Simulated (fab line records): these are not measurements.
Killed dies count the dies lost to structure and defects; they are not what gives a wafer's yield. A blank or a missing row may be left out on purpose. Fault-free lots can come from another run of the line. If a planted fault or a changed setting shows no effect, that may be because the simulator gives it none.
Chamber matching + flow sky130 + SKY_VIA4_CMP_02 on cmp-02: 4 sister chambers
The step polishes SiO2. 4 wafers are shown with their chamber, then 9 later ones without.

== WAFERS PAIRED WITH THEIR CHAMBERS ==
| wafer  | chamber | motor-current-A (A) |
|--------|---------|---------------------|
| L942.4 | 3       | 12.4                |
| L942.5 | 0       | 10.0                |
| L945.4 | 2       | 9.7                 |
| L945.6 | 1       | 11.1                |

== WAFERS WITH NO CHAMBER GIVEN ==
| wafer  | motor-current-A (A) |
|--------|---------------------|
| L946.1 | 10.3                |
| L946.2 | 12.5                |
| L946.6 | 9.7                 |
| L947.2 | 10.7                |
| L947.4 | 12.4                |
| L947.6 | 12.6                |
| L948.1 | 9.8                 |
| L948.4 | 10.6                |
| L948.6 | 10.2                |

== WHICH CHAMBER EACH ONE RAN IN ==
| wafer  | from the rows above          | in truth |
|--------|------------------------------|----------|
| L946.1 | can't be placed: 0 or 2 or 1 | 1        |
| L946.2 | 3                            | 3        |
| L946.6 | can't be placed: 2 or 0      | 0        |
| L947.2 | can't be placed: 1 or 0      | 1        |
| L947.4 | 3                            | 3        |
| L947.6 | 3                            | 3        |
| L948.1 | can't be placed: 2 or 0      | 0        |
| L948.4 | can't be placed: 1 or 0 or 2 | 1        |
| L948.6 | can't be placed: 0 or 2      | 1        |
Placed correctly: 3 of 9. Can't be placed from these rows: 6 (the true chamber is among the candidates in 5). 0 placed wrongly.
How it was worked out, from the rows above alone: a wafer's distance from a chamber is the root of the sum, over the readings, of the square of ((its reading less the chamber's mean) divided by the reading's scatter). The wafer belongs to the nearest chamber; if the next one is less than 2 further off, it can't be placed. The mean given for a chamber averages the wafers shown for that chamber. The scatter (one wafer shown for each chamber): square how far every hidden wafer sits from the nearest shown wafer, average those squares and take the square root.
